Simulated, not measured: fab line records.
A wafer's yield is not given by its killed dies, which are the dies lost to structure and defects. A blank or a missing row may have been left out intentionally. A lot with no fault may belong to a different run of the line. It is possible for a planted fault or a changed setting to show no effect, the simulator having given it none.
Which tool was responsible? -- flow sfq line -- 42 wafers sampled from 14 lots at 1 step of a route of 325

## WHAT EACH GAUGE READ, for each wafer
No reading from a measuring or inspecting step in the record can be judged against a usual standard deviation.

## WHAT TOOL EACH LOT RAN ON (gives the tool, then ch and the chambers of the sampled wafers, and finally the start)
lot,SFQ_TRILAYER_I2_DEP_PECVD_063
L114,"pecvd-01 ch 0,1,2, day 21 05:02"
L115,"pecvd-02 ch 0,1,2, day 21 09:49"
L117,"pecvd-02 ch 1,2, day 22 07:15"
L120,"pecvd-01 ch 0,2, day 23 18:04"
L121,"pecvd-01 ch 1,2, day 24 02:25"
L122,"pecvd-02 ch 1,2, day 24 14:25"
L123,"pecvd-03 ch 1,2, day 24 16:49"
L126,"pecvd-01 ch 0,1,2, day 25 19:38"
L127,"pecvd-02 ch 1,2, day 26 00:37"
L128,"pecvd-02 ch 0,1,2, day 26 05:09"
L130,"pecvd-02 ch 0,2, day 27 03:05"
L132,"pecvd-01 ch 1,2, day 27 22:47"
L133,"pecvd-03 ch 1,2, day 34 02:46"
L134,"pecvd-02 ch 0,1, day 34 12:13"
- SFQ_TRILAYER_I2_DEP_PECVD_063: deposits SiO2 from SiH4/N2O, time 111.11 s, target thk 500 nm.

## WHAT THE TOOLS THEMSELVES READ (means of the sampled wafers that have a number; where no wafer has one, the mark that the record gives instead)
SFQ_TRILAYER_I2_DEP_PECVD_063.
lot,tool,heater power outer w (W),heater power w (W),rf fwd power W (W),showerhead vpp V (V),throttle valve pct (%)
L114,pecvd-01,24,69,182.2,812,26.0
L115,pecvd-02,27,78,182.3,783,23.1
L117,pecvd-02,35,86,181.8,791,22.5
L120,pecvd-01,32,77,182.1,812,25.6
L121,pecvd-01,33,83,181.9,811,26.1
L122,pecvd-02,28,80,182.1,797,22.8
L123,pecvd-03,32,82,182.2,802,26.0
L126,pecvd-01,30,76,182.8,809,23.4
L127,pecvd-02,29,81,181.9,807,22.7
L128,pecvd-02,26,78,211.2,843,23.6
L130,pecvd-02,22,74,211.9,819,24.4
L132,pecvd-01,31,78,182.9,794,23.8
L133,pecvd-03,28,78,182.3,804,25.9
L134,pecvd-02,33,87,182.5,771,24.9

## THE ANSWER, worked out from the rows above alone
Rule: the lots themselves supply what counts as usual. Put in order of their means at a reading, lots are off if they are a third of the lots or fewer, leave a main group of 4 or more, and stand apart from it by a gap of 3 or more times the standard deviation of the main group's means; of several such gaps the widest counts. The tables above print the reading to a certain number of digits; a main group whose means all agree to those digits is not used. Also off: a lot with no number at a reading for which 4 or more lots have one. All remaining lots with rows at the step are treated as sound. Order of review: gauges by route order, followed by the tools' own readings, for which a lot's mean as printed above is used. The first step at which some lot is off is used, and at that step the reading that is off furthest; a lot without a number counts as furthest.
Off: L128, L130 (SFQ_TRILAYER_I2_DEP_PECVD_063, rf fwd power W). The main group has a mean of 182.2 W with a standard deviation of 0.33.
If a tool, at that step or one of the process steps before it, ran each lot that is off and ran no sound lot following the first of them, it fits. No candidate that was tried fits.

## WHAT THE SIMULATOR HAD PUT IN
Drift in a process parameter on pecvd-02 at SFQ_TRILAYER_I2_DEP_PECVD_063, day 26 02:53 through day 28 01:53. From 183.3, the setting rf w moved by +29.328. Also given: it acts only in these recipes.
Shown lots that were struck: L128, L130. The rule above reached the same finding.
